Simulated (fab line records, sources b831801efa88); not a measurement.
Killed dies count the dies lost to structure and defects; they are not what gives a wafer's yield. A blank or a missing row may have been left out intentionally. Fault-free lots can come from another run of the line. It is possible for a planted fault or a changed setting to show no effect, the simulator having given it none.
fab line records ; flow sky130
record: lots: 6; wafers: 18; last-day: 50
route steps=708 shown LDD_HVP@280 LDD_LDN@289 PAD_OPEN@708
lots untouched by any fault: they come from a run of this same line in which no faults occurred
start-h: start of the lot's first displayed wafer, in hours after the record's first day ; wait-h: time in hours since the lot's previous step ; " the same as in the row above ; L1.1+2: a row that stands for several wafers ; - no value, or no start was given ; * or withheld: withheld ; < > ~ a bound
route shown NAME@n: names a module that has steps shown in the file, with the first one's number in the route ; usual: the fault-free wafers' mean and standard deviation ; same: alike in all rows ; chamber/n: place in a boat ; sites: the reading at each site ; _std_site: standard deviation of those values ; _edge_site: outer sites' mean less inner sites' ; radius-mm: how far each site lies from the wafer's centre ; mask NAME#n: copy n ; behind: the most recent tool/chamber to have shaped the wafer ; hold: what put the lot on hold/how long, in hours/how the hold closed ; device: which transistor (n, p or np) failed to switch ; end of line: tests run on the same wafers once the route is complete ; a step without rows: its recipe alone ; killed: the dies lost at the first sort to structure and to defects; this is not the yield of the wafer ; map: dies across one wafer; x = killed, . = not, _ = none there
set.NAME: the setting that was run; set.NAME@STEP: the one run at that earlier step ; model.NAME: the simulator's own value behind a step, which no gauge read
lots seen at some steps along the route; tables by step, rows by wafer
services: when a tool's chamber went out of use (start-h, in hours from the record's first day, below 0 if earlier), for how many hours, and the reason
== steps ==
step: SKY_LDD_HVP_COAT_02
recipe: resist: NOVOLAK; spin-rpm: 3000; resist-thk-nm: 300
step: SKY_LDD_HVP_SOFTBAKE_03
recipe: temp-c: 90; time-s: 60; resist: NOVOLAK
step: SKY_LDD_HVP_EXPOSE_04
recipe: mask-id: HVPTM; na: 0.6; source-shape: conventional; sigma-outer: 0.6; polarization: unpolarized; target-cd-nm: 700; dose-mj: 86
step: SKY_LDD_HVP_PEB_05
recipe: temp-c: withheld; time-s: *; resist: NOVOLAK
step: SKY_LDD_HVP_DEVELOP_06
recipe: resist: NOVOLAK; developer: TMAH; develop-time-s: 60; dev-temp-c: 23
step: SKY_LDD_HVP_OVL_MEAS_07
usual: LDD_HVP_OVL: 0.7/1.2
lot.wafer;tool;chamber;start-h;wait-h;LDD_HVP_OVL[nm]
L561.1;overlay-01;-;505.11;0.1;-0.8
L561.2;overlay-01;-;505.11;0.1;-0.8
L561.3;overlay-01;-;505.11;0.1;-1.7
L566.1;overlay-02;-;563.58;0.1;0.9
L566.4;overlay-02;-;563.58;0.1;2.0
L566.5;overlay-02;-;563.58;0.1;1.2
L570.2;overlay-02;-;589.89;0.1;1.3
L570.3;overlay-02;-;589.89;0.1;0.4
L570.5;overlay-02;-;589.89;0.1;1.8
L573.2;overlay-02;-;610.29;0.1;0.0
L573.4;overlay-02;-;610.29;0.1;0.5
L573.6;overlay-02;-;610.29;0.1;2.4
L579.2;overlay-02;-;657.54;0.1;0.9
L579.4;overlay-02;-;657.54;0.1;-1.0
L579.6;overlay-02;-;657.54;0.1;-0.2
L580.3;overlay-02;-;663.18;0.1;-0.4
L580.4;overlay-02;-;663.18;0.1;0.2
L580.5;overlay-02;-;663.18;0.1;1.7
step: SKY_LDD_HVP_IMPLANT_08
recipe: species: B; energy-kev: 20; dose-cm2: 1.7e+13; tilt-deg: 17.9
step: SKY_LDD_HVP_STRIP_09
recipe: chemistry: O2/N2; power-w: 1400; pressure-mtorr: 1500; platen-temp-c: withheld; o2-flow-sccm: 3000; n2-flow-sccm: 300; overash-fraction: 0.5
usual: drypump-motor-current-A: 5.9/0.35; n2-flow-sccm: 299.9/0.88; oes-product-au: 0.408/0.0041; strip-time-to-endpoint-s: 4.137/0.014
lot.wafer;tool;chamber;start-h;wait-h;drypump-motor-current-A;n2-flow-sccm;oes-product-au;rf-hours-counter-h;strip-time-to-endpoint-s
L561.1;plasma-asher-02;0;505.29;0.1;6.1;299.5;0.405;38;4.139
L561.2;plasma-asher-02;1;505.29;0.1;6.2;300.5;0.407;38;4.137
L561.3;plasma-asher-02;0;505.29;0.1;6.1;300.4;0.398;-;4.151
L566.1;plasma-asher-02;0;563.77;0.1;6.1;298.8;0.409;44;4.146
L566.4;plasma-asher-02;1;563.77;0.1;6.2;300.9;0.408;-;4.124
L566.5;plasma-asher-02;0;563.77;0.1;6.1;298.3;0.406;-;4.137
L570.2;plasma-asher-02;0;590.07;0.1;6.0;299.9;0.414;46;4.162
L570.3;plasma-asher-02;1;590.07;0.1;6.3;298.8;0.411;-;4.172
L570.5;plasma-asher-02;0;590.07;0.1;6.1;298.7;0.407;-;4.141
L573.2;plasma-asher-03;1;610.47;0.1;5.6;299.5;0.414;80;4.140
L573.4;plasma-asher-03;0;610.47;0.1;6.3;299.5;0.404;-;4.111
L573.6;plasma-asher-03;1;610.47;0.1;5.6;299.7;0.411;-;4.135
L579.2;plasma-asher-02;0;657.72;0.1;6.0;300.4;0.408;53;4.135
L579.4;plasma-asher-02;0;657.72;0.1;6.0;300.8;0.407;-;4.142
L579.6;plasma-asher-02;1;657.72;0.1;6.2;301.1;0.406;-;4.144
L580.3;plasma-asher-02;0;663.39;0.1;6.1;300.5;0.404;-;4.133
L580.4;plasma-asher-02;1;663.39;0.1;6.2;299.6;0.407;-;4.142
L580.5;plasma-asher-02;1;663.39;0.1;6.2;297.9;0.409;-;4.116
step: SKY_LDD_HVP_TW_MEAS_10
usual: LDD_HVP_TW: 461.3/2.3
lot.wafer;tool;chamber;start-h;wait-h;LDD_HVP_TW
L561.1;film-metro-01;-;505.39;0.1;462.1
L561.2;film-metro-01;-;505.39;0.1;461.3
L561.3;film-metro-01;-;505.39;0.1;463.2
L566.1;film-metro-04;-;563.87;0.1;461.3
L566.4;film-metro-04;-;563.87;0.1;464.7
L566.5;film-metro-04;-;563.87;0.1;460.0
L570.2;film-metro-03;-;590.18;0.1;460.5
L570.3;film-metro-03;-;590.18;0.1;462.3
L570.5;film-metro-03;-;590.18;0.1;462.6
L573.2;film-metro-03;-;610.58;0.1;459.9
L573.4;film-metro-03;-;610.58;0.1;462.2
L573.6;film-metro-03;-;610.58;0.1;460.3
L579.2;film-metro-03;-;657.83;0.1;460.2
L579.4;film-metro-03;-;657.83;0.1;459.5
L579.6;film-metro-03;-;657.83;0.1;460.2
L580.3;film-metro-04;-;663.48;0.1;461.4
L580.4;film-metro-04;-;663.48;0.1;461.8
L580.5;film-metro-04;-;663.48;0.1;461.1
step: SKY_LDD_LDN_DEHYDRATE_00
recipe: temp-c: 200; time-s: 60
step: SKY_LDD_LDN_HMDS_01
recipe: prime-time-s: 60; prime-temp-c: 120
step: SKY_LDD_LDN_COAT_02
recipe: resist: NOVOLAK; spin-rpm: 3000; resist-thk-nm: 1154
step: SKY_LDD_LDN_SOFTBAKE_03
recipe: temp-c: 90; time-s: 60; resist: NOVOLAK
usual: heater-power-total-W: 56.60/0.046; plate-temp-C: 90.02/0.11
lot.wafer;tool;chamber;start-h;wait-h;heater-power-total-W;plate-temp-C
L561.1;litho-track-03;0;520.08;0.1;56.68;90.07
L561.2;litho-track-03;0;520.08;0.1;56.62;90.03
L561.3;litho-track-03;0;520.08;0.1;56.56;89.95
L566.1;litho-track-01;0;577.56;0.1;56.61;90.09
L566.4;litho-track-01;0;577.56;0.1;56.61;90.06
L566.5;litho-track-01;0;577.56;0.1;56.61;90.08
L570.2;litho-track-03;0;604.31;0.1;54.56;87.52
L570.3;litho-track-03;0;604.31;0.1;54.58;87.51
L570.5;litho-track-03;0;604.31;0.1;54.55;87.67
L573.2;litho-track-03;0;625.06;0.1;54.62;87.62
L573.4;litho-track-03;0;625.06;0.1;54.55;87.68
L573.6;litho-track-03;0;625.06;0.1;54.53;87.55
L579.2;litho-track-02;0;672.28;0.1;56.68;90.13
L579.4;litho-track-02;0;672.28;0.1;56.61;90.21
L579.6;litho-track-02;0;672.28;0.1;56.69;90.16
L580.3;litho-track-01;0;677.86;0.1;56.60;90.01
L580.4;litho-track-01;0;677.86;0.1;56.55;90.04
L580.5;litho-track-01;0;677.86;0.1;56.53;90.04
step: SKY_LDD_LDN_EXPOSE_04
recipe: mask-id: LDNTM; na: 0.6; source-shape: conventional; sigma-outer: 0.6; polarization: unpolarized; target-cd-nm: 700; dose-mj: 140
step: SKY_LDD_LDN_PEB_05
recipe: temp-c: withheld; time-s: *; resist: NOVOLAK
step: SKY_LDD_LDN_DEVELOP_06
recipe: resist: NOVOLAK; developer: TMAH; develop-time-s: 60; dev-temp-c: 23
lot.wafer;tool;chamber;start-h;wait-h;model.NOVOLAK_of_LDD_LDN_COAT_02.thk-nm
L561.1;litho-track-02;0;534.30;0.1;1152
L561.2;litho-track-02;0;534.30;0.1;1154
L561.3;litho-track-02;0;534.30;0.1;1156
L566.1+4;litho-track-01;0;592.81;0.1;1156
L566.5;litho-track-01;0;592.81;0.1;1157
L570.2+3;litho-track-02;0;619.53;0.1;1167
L570.5;litho-track-02;0;619.53;0.1;1159
L573.2;litho-track-01;0;640.53;0.1;1163
L573.4;litho-track-01;0;640.53;0.1;1165
L573.6;litho-track-01;0;640.53;0.1;1164
L579.2+6;litho-track-03;0;686.21;0.1;1150
L579.4;litho-track-03;0;686.21;0.1;1151
L580.3;litho-track-03;0;691.49;0.1;1157
L580.4;litho-track-03;0;691.49;0.1;1156
L580.5;litho-track-03;0;691.49;0.1;1155
step: SKY_LDD_LDN_OVL_MEAS_07
usual: LDD_LDN_OVL: 0.3/1.3
lot.wafer;tool;chamber;start-h;wait-h;LDD_LDN_OVL[nm]
L561.1;overlay-01;-;534.45;0.1;-0.3
L561.2;overlay-01;-;534.45;0.1;0.4
L561.3;overlay-01;-;534.45;0.1;-0.7
L566.1;overlay-02;-;592.96;0.1;-1.4
L566.4;overlay-02;-;592.96;0.1;1.2
L566.5;overlay-02;-;592.96;0.1;0.0
L570.2;overlay-01;-;619.66;0.1;1.3
L570.3;overlay-01;-;619.66;0.1;0.4
L570.5;overlay-01;-;619.66;0.1;1.5
L573.2;overlay-01;-;640.66;0.1;0.0
L573.4;overlay-01;-;640.66;0.1;-0.1
L573.6;overlay-01;-;640.66;0.1;0.4
L579.2;overlay-01;-;686.34;0.1;0.7
L579.4;overlay-01;-;686.34;0.1;1.7
L579.6;overlay-01;-;686.34;0.1;-1.2
L580.3;overlay-02;-;691.60;0.1;0.9
L580.4;overlay-02;-;691.60;0.1;0.9
L580.5;overlay-02;-;691.60;0.1;2.8
step: SKY_LDD_LDN_IMPLANT_08
recipe: species: As; energy-kev: 15; dose-cm2: 1.25e+13; tilt-deg: withheld; rotation-deg: 23
step: SKY_LDD_LDN_IMPLANT_09
recipe: species: As; energy-kev: 15; dose-cm2: 1.236e+13; tilt-deg: withheld; rotation-deg: 113
step: SKY_LDD_LDN_IMPLANT_10
recipe: species: As; energy-kev: 15; dose-cm2: 1.25e+13; tilt-deg: withheld; rotation-deg: 203
step: SKY_LDD_LDN_IMPLANT_11
recipe: species: As; energy-kev: 15; dose-cm2: 1.25e+13; tilt-deg: withheld; rotation-deg: 293
step: SKY_LDD_LDN_STRIP_12
recipe: chemistry: O2/N2; power-w: 1400; pressure-mtorr: 1500; platen-temp-c: withheld; o2-flow-sccm: 3000; n2-flow-sccm: 300; overash-fraction: 0.5
usual: drypump-motor-current-A: 6.04/0.29; n2-flow-sccm: 300.1/0.84; oes-product-au: 0.715/0.0047; strip-time-to-endpoint-s: 14.32/0.034
lot.wafer;tool;chamber;start-h;wait-h;drypump-motor-current-A;n2-flow-sccm;oes-product-au;rf-hours-counter-h;strip-time-to-endpoint-s
L561.1;plasma-asher-02;0;535.36;0.1;6.07;301.1;0.710;41;14.28
L561.2;plasma-asher-02;1;535.36;0.1;6.24;300.1;0.708;41;14.31
L561.3;plasma-asher-02;0;535.36;0.1;6.05;299.5;0.712;-;14.32
L566.1;plasma-asher-03;0;593.59;0.1;6.32;299.4;0.710;78;14.32
L566.4;plasma-asher-03;0;593.59;0.1;6.31;300.6;0.720;-;14.35
L566.5;plasma-asher-03;1;593.59;0.1;5.62;298.1;0.721;-;14.35
L570.2;plasma-asher-02;0;620.29;0.1;6.06;300.2;0.712;49;14.47
L570.3;plasma-asher-02;0;620.29;0.1;6.10;300.5;0.710;-;14.45
L570.5;plasma-asher-02;1;620.29;0.1;6.22;299.3;0.712;-;14.38
L573.2;plasma-asher-02;0;641.29;0.1;6.12;301.1;0.726;52;14.42
L573.4;plasma-asher-02;1;641.29;0.1;6.22;299.9;0.723;-;14.43
L573.6;plasma-asher-02;0;641.29;0.1;6.10;300.6;0.717;-;14.43
L579.2;plasma-asher-02;1;686.97;0.1;6.23;301.1;0.716;56;14.29
L579.4;plasma-asher-02;1;686.97;0.1;6.25;301.3;0.712;-;14.27
L579.6;plasma-asher-02;1;686.97;0.1;6.25;300.5;0.717;-;14.29
L580.3;plasma-asher-01;1;692.25;0.1;6.26;299.6;0.712;-;14.32
L580.4;plasma-asher-01;0;692.25;0.1;5.53;299.9;0.715;-;14.32
L580.5;plasma-asher-01;0;692.25;0.1;5.51;299.9;0.714;-;14.31
step: SKY_LDD_LDN_TW_MEAS_13
usual: LDD_LDN_TW: 1491/9.4
lot.wafer;tool;chamber;start-h;wait-h;LDD_LDN_TW
L561.1;film-metro-01;-;535.46;0.1;1485
L561.2;film-metro-01;-;535.46;0.1;1485
L561.3;film-metro-01;-;535.46;0.1;1489
L566.1;film-metro-04;-;593.69;0.1;1508
L566.4;film-metro-04;-;593.69;0.1;1505
L566.5;film-metro-04;-;593.69;0.1;1507
L570.2;film-metro-04;-;620.40;0.1;1503
L570.3;film-metro-04;-;620.40;0.1;1507
L570.5;film-metro-04;-;620.40;0.1;1501
L573.2;film-metro-04;-;641.40;0.1;1502
L573.4;film-metro-04;-;641.40;0.1;1501
L573.6;film-metro-04;-;641.40;0.1;1505
L579.2;film-metro-04;-;687.08;0.1;1487
L579.4;film-metro-04;-;687.08;0.1;1499
L579.6;film-metro-04;-;687.08;0.1;1497
L580.3;film-metro-01;-;692.34;0.1;1483
L580.4;film-metro-01;-;692.34;0.1;1489
L580.5;film-metro-01;-;692.34;0.1;1491
step: SKY_PAD_OPEN_PROBE_99
usual: killed_at_M0_to_M3: 43/6.4; killed_at_M4_up: 3.2/1.8; killed-at-contacts: 25/5.8; killed-at-front-end: 16/4.1; killed-at-other: 0.2/0.47; killed-dies: 88/9.9; killed-open: 47/7.3; killed-short: 40/7.1
same: gross-dies: 492; killed-at-back-side: 0
lot.wafer;tool;chamber;start-h;wait-h;killed_at_M0_to_M3;killed_at_M4_up;killed-at-contacts;killed-at-front-end;killed-at-other;killed-dies;killed-open;killed-short
L561.1;prober-01;-;1079.66;0.1;46;3;23;23;0;95;52;43
L561.2;prober-01;-;1079.71;0.1;44;2;21;22;1;90;39;51
L561.3;prober-01;-;1079.76;0.2;45;0;29;15;0;89;44;45
L566.1;prober-02;-;1126.96;0.1;36;3;24;27;0;90;50;40
L566.4;prober-02;-;1127.11;0.2;40;2;30;16;0;88;43;45
L566.5;prober-02;-;1127.16;0.2;40;1;15;14;0;70;42;28
L570.2;prober-02;-;1135.68;0.1;37;6;18;22;0;83;48;35
L570.3;prober-02;-;1135.73;0.2;38;3;21;15;0;77;42;35
L570.5;prober-02;-;1135.83;0.2;41;4;24;20;0;89;48;40
L573.2;prober-01;-;1152.68;0.1;47;3;24;19;0;93;48;44
L573.4;prober-01;-;1152.78;0.2;51;4;29;12;0;96;46;50
L573.6;prober-01;-;1152.88;0.2;40;6;22;18;1;87;51;35
L579.2;prober-01;-;1185.76;0.1;40;5;28;6;0;79;49;30
L579.4;prober-01;-;1185.86;0.2;44;2;32;16;0;94;53;41
L579.6;prober-01;-;1185.96;0.2;35;1;26;13;0;75;46;25
L580.3;prober-02;-;1188.16;0.2;44;4;33;16;0;97;61;36
L580.4;prober-02;-;1188.21;0.2;44;1;18;14;0;77;49;28
L580.5;prober-02;-;1188.26;0.2;45;2;22;14;2;85;54;31
killed by level:class
L561.1 VIA1:geometric-particle:open=13 LI_CONTACT:geometric-particle:open=11 METAL2:geometric-particle:short=10 FIELD_ISO:geometric-particle:short=8 POLY_GATE:geometric-particle:open=6 VIA2:geometric-particle:open=6 FIELD_ISO:geometric-particle:open=5 LOCAL_INTERCONNECT:geometric-particle:short=5
L561.2 METAL2:geometric-particle:short=13 VIA1:geometric-particle:open=9 FIELD_ISO:geometric-particle:short=7 CONTACT:geometric-particle:short=6 POLY_GATE:geometric-particle:open=5 LI_CONTACT:geometric-particle:open=5 VIA2:geometric-particle:open=5 FIELD_ISO:geometric-particle:open=4
L561.3 CONTACT:geometric-particle:open=13 POLY_GATE:geometric-particle:short=7 LI_CONTACT:geometric-particle:open=7 VIA1:geometric-particle:short=7 VIA1:geometric-particle:open=7 VIA3:geometric-particle:short=6 VIA3:geometric-particle:open=4 CONTACT:geometric-particle:short=4
L566.1 FIELD_ISO:geometric-particle:open=10 CONTACT:geometric-particle:open=10 CONTACT:geometric-particle:short=7 VIA1:geometric-particle:open=7 POLY_GATE:geometric-particle:open=6 METAL1:geometric-particle:short=6 VIA2:geometric-particle:open=6 FIELD_ISO:geometric-particle:short=4
L566.4 LI_CONTACT:geometric-particle:open=11 CONTACT:geometric-particle:open=9 METAL1:geometric-particle:short=8 VIA1:geometric-particle:open=6 VIA1:geometric-particle:short=6 FIELD_ISO:geometric-particle:open=5 METAL2:geometric-particle:short=5 LOCAL_INTERCONNECT:geometric-particle:short=4
L566.5 VIA1:geometric-particle:open=13 CONTACT:geometric-particle:open=6 LI_CONTACT:geometric-particle:open=5 METAL2:geometric-particle:open=5 FIELD_ISO:geometric-particle:short=4 POLY_GATE:geometric-particle:open=4 METAL1:geometric-particle:short=4 VIA1:geometric-particle:short=3
L570.2 VIA1:geometric-particle:open=12 VIA2:geometric-particle:open=7 LI_CONTACT:geometric-particle:open=6 FIELD_ISO:geometric-particle:short=5 FIELD_ISO:geometric-particle:open=5 CONTACT:geometric-particle:open=5 VIA3:geometric-particle:open=5 VIA2:geometric-particle:short=5
L570.3 VIA1:geometric-particle:open=10 LI_CONTACT:geometric-particle:open=7 VIA1:geometric-particle:short=6 CONTACT:geometric-particle:open=5 METAL2:geometric-particle:short=5 FIELD_ISO:geometric-particle:open=4 FIELD_ISO:geometric-particle:short=4 VIA2:geometric-particle:open=4
L570.5 VIA3:geometric-particle:open=11 POLY_GATE:geometric-particle:short=7 VIA1:geometric-particle:open=7 LI_CONTACT:geometric-particle:open=6 METAL2:geometric-particle:short=6 CONTACT:geometric-particle:open=6 FIELD_ISO:geometric-particle:short=4 FIELD_ISO:geometric-particle:open=4
L573.2 VIA1:geometric-particle:open=9 LI_CONTACT:geometric-particle:open=9 METAL2:geometric-particle:short=9 POLY_GATE:geometric-particle:short=8 CONTACT:geometric-particle:open=7 VIA2:geometric-particle:open=7 CONTACT:geometric-particle:short=6 VIA3:geometric-particle:open=5
L573.4 VIA1:geometric-particle:open=11 VIA3:geometric-particle:open=9 VIA1:geometric-particle:short=9 CONTACT:geometric-particle:short=9 LI_CONTACT:geometric-particle:open=8 CONTACT:geometric-particle:open=8 METAL2:geometric-particle:short=7 VIA2:geometric-particle:open=5
L573.6 VIA1:geometric-particle:open=13 LI_CONTACT:geometric-particle:open=9 CONTACT:geometric-particle:open=9 FIELD_ISO:geometric-particle:short=6 VIA2:geometric-particle:open=6 POLY_GATE:geometric-particle:open=5 VIA1:geometric-particle:short=5 METAL2:geometric-particle:short=5
L579.2 VIA1:geometric-particle:open=11 CONTACT:geometric-particle:open=9 LI_CONTACT:geometric-particle:open=8 VIA3:geometric-particle:open=7 CONTACT:geometric-particle:short=5 LOCAL_INTERCONNECT:geometric-particle:short=4 VIA2:geometric-particle:open=4 METAL2:geometric-particle:short=3
L579.4 CONTACT:geometric-particle:open=13 VIA1:geometric-particle:open=11 LI_CONTACT:geometric-particle:open=9 POLY_GATE:geometric-particle:open=6 VIA3:geometric-particle:short=6 VIA2:geometric-particle:open=5 METAL1:geometric-particle:short=5 METAL2:geometric-particle:short=5
L579.6 CONTACT:geometric-particle:open=13 VIA1:geometric-particle:open=10 LI_CONTACT:geometric-particle:open=6 VIA3:geometric-particle:open=6 VIA2:geometric-particle:open=5 CONTACT:geometric-particle:short=4 METAL1:geometric-particle:short=4 NWELL:coat-microbubble-printed=4
L580.3 CONTACT:geometric-particle:open=17 VIA1:geometric-particle:open=16 VIA3:geometric-particle:open=7 METAL1:geometric-particle:short=6 FIELD_ISO:geometric-particle:short=4 CONTACT:geometric-particle:short=4 LOCAL_INTERCONNECT:geometric-particle:open=4 VIA2:geometric-particle:short=4
L580.4 VIA1:geometric-particle:open=13 CONTACT:geometric-particle:open=12 VIA3:geometric-particle:open=8 METAL2:geometric-particle:short=6 METAL1:geometric-particle:short=5 POLY_GATE:geometric-particle:open=4 VIA2:geometric-particle:open=4 VIA1:geometric-particle:short=4
L580.5 VIA1:geometric-particle:open=12 LI_CONTACT:geometric-particle:open=8 VIA2:geometric-particle:open=8 CONTACT:geometric-particle:open=7 VIA3:geometric-particle:open=5 FIELD_ISO:geometric-particle:open=4 FIELD_ISO:geometric-particle:short=4 VIA1:geometric-particle:short=4
== services ==
tool;chamber;start-h;hours;kind
litho-track-02;-;539.00;-;consumable-replace:filter
== key ==
first-sign: step: SKY_LDD_LDN_SOFTBAKE_03; reading: heater-power-total-W; direction: down; sigmas: 44; usual: *; struck: *
effect: step: SKY_LDD_LDN_SOFTBAKE_03; reading: plate-temp-C; direction: down; sigmas: 22; usual: *; struck: *
effect: step: SKY_LDD_LDN_STRIP_12; reading: strip-time-to-endpoint-s; direction: up; sigmas: 3.4; usual: *; struck: *
model-effect: step: SKY_LDD_LDN_DEVELOP_06; value: NOVOLAK_of_LDD_LDN_COAT_02.thk-nm; without: 1157; struck: 1164
met-at SKY_LDD_LDN_SOFTBAKE_03
struck-wafers L570.2,L570.3,L570.5,L573.2,L573.4,L573.6
tester-left-out L570,L573
onset-between 520.08 604.31
fault: kind: process-parameter-drift; tool: litho-track-03; chamber: -; onset-h: 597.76; steps: SKY_LDD_LDN_SOFTBAKE_03; channel: temp-c; offset: *; shape: step; end-h: 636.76; acts-in: *; stated: *
tester-left-out: of these lots the tester's yield and bins aren't shown, on N5 and GAA mostly nor the transistor test; their killed dies are dies lost to structure and defects alone, not to doping, threshold or leakage, so they don't give the yield
